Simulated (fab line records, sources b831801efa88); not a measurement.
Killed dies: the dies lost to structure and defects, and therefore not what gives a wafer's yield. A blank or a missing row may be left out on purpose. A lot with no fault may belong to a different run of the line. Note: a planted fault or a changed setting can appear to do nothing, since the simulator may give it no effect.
2 desks, one fault	flow sky130	every desk sees just its own numbers, and what lay behind them comes last

DESK OF THE TOOL OWNER: pvdSputter-01
The tool's own readings at SKY_METAL4_SPUTTER_01 (material TiN, target thk 20 nm, time 16.7 s): means of the sampled wafers that have a number, for each lot that ran on this tool. If a lot's mean is further than 4 standard deviations from the usual mean, the lot is out of limits and carries the mark OUT (the distance appears in the brackets).
Columns: A = throttleValvePct at SKY_METAL4_SPUTTER_01, usual 29.6 %
lot	first seen here	A
L957	day 41 06:21	29.0
L963	day 43 08:58	29.1
L964	day 43 11:44	28.4
L966	day 44 00:55	29.5
Result from this desk: across the 4 lots, nothing is out of limits.

AT THE METROLOGY DESK
Lot by lot, what the gauges showed, no matter which tool ran the lot: averages of those sampled wafers that carry a number. If a lot's mean is further than 4 standard deviations from the usual mean, the lot is out of limits and carries the mark OUT (the distance appears in the brackets).
Columns: A = VIA3_W_RS at SKY_VIA3_RS_MEAS_22, usual 0.2923 ohm/sq; B = VIA3_W_THK at SKY_VIA3_THK_MEAS_23, usual 388 nm
lot	first seen here	A	B
L952	day 39 18:04	0.2964	376
L957	day 41 05:50	0.2894	391
L963	day 43 08:23	0.2961	388
L964	day 43 11:16	0.2939	386
L966	day 44 00:27	0.2907	390
L967	day 44 05:40	0.2933	388
L970	day 44 21:20	0.2934	388
Result from this desk: across the 7 lots, nothing is out of limits.

PUT TOGETHER
Nothing out of limits was seen by the tool owner's desk.
The metrology desk saw nothing out of limits.

WHAT THE SIMULATOR PUT IN
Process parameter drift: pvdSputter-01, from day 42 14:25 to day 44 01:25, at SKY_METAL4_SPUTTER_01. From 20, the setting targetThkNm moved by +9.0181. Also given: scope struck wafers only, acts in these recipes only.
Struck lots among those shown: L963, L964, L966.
